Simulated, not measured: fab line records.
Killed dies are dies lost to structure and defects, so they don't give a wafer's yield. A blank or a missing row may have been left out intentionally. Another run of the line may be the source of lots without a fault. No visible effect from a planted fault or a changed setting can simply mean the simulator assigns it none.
2 desks looking at one fault :: flow sky130 :: what lay behind the numbers comes last; until then each desk has only its own

== AT THE TOOL OWNER'S DESK: iline_stepper-02 ==
The tool's own readings at SKY_VT_ADJUST_NCORE_EXPOSE_04 (exposes mask LVTN COMPLEMENT THIN, target cd 380 nm): means of the sampled wafers that have a number, for each lot that ran on this tool. If a lot's mean is further than 4 standard deviations from the usual mean, the lot is out of limits and carries the mark OUT (the distance appears in the brackets).
Columns: A = exposure_dose_mJ_cm2 at SKY_VT_ADJUST_NCORE_EXPOSE_04, usual 139.59
lot: L369
first seen here: day 8 21:00
A: 139.58

lot: L375
first seen here: day 10 13:19
A: 139.59

lot: L376
first seen here: day 10 18:56
A: 139.51

lot: L381
first seen here: day 12 11:25
A: 139.48

lot: L382
first seen here: day 12 13:08
A: 139.37
This desk's finding: nothing out of limits on any of the 5 lots.

== AT THE METROLOGY DESK ==
What the gauges read, lot by lot, whatever tool the lot ran on: means of the sampled wafers that have a number. If a lot's mean is further than 4 standard deviations from the usual mean, the lot is out of limits and carries the mark OUT (the distance appears in the brackets).
Columns: A = NWELL_TW at SKY_NWELL_TW_MEAS_15, usual 1796; B = VT_ADJUST_NCORE_OVL at SKY_VT_ADJUST_NCORE_OVL_MEAS_08, usual -0.2 nm; C = VT_ADJUST_PCH_OVL at SKY_VT_ADJUST_PCH_OVL_MEAS_07, usual 0.8 nm
lot: L367
first seen here: day 4 19:34
A: 1800
B: -0.9
C: 0.4

lot: L369
first seen here: day 5 04:52
A: 1803
B: 0.3
C: 0.5

lot: L374
first seen here: day 6 08:24
A: 1801
B: -0.4
C: 0.5

lot: L375
first seen here: day 6 14:55
A: 1795
B: 0.2
C: 1.4

lot: L376
first seen here: day 6 19:33
A: 1794
B: 194.8 (+99 or more) OUT
C: 1.6

lot: L379
first seen here: day 7 16:04
A: 1790
B: -1.8
C: 1.8

lot: L380
first seen here: day 7 23:02
A: 1804
B: 1.9
C: 0.5

lot: L381
first seen here: day 8 04:55
A: 1804
B: 192.4 (+99 or more) OUT
C: 0.4

lot: L382
first seen here: day 8 05:54
A: 1804
B: 193.0 (+99 or more) OUT
C: 1.8

lot: L383
first seen here: day 8 11:25
A: 1808
B: -1.0
C: 2.9

lot: L385
first seen here: day 8 22:52
A: 1785
B: -0.9
C: -0.5

lot: L388
first seen here: day 9 16:35
A: 1784
B: -0.5
C: 2.3
Finding of this desk: L376, L381, L382 out of limits, first seen on L376 at day 11 06:11 (VT_ADJUST_NCORE_OVL at SKY_VT_ADJUST_NCORE_OVL_MEAS_08). L367, L369, L374, L375, L379, L380, L383, L385, L388: within limits.

== BROUGHT TOGETHER ==
An alarm was possible from the metrology desk at day 11 06:11, on L376, L381, L382.
The desk of the tool owner found nothing out of limits.
The tool owner's desk has L376, L381, L382 on record, within its limits.
Every lot named ran SKY_VT_ADJUST_NCORE_EXPOSE_04 on iline_stepper-02.

== WHAT THE SIMULATOR PUT IN ==
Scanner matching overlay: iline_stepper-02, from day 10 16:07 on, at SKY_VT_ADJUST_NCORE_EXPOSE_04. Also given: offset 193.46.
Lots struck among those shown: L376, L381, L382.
Delay in hours, fault start to first out-of-limits reading, per desk: metrology desk 14.
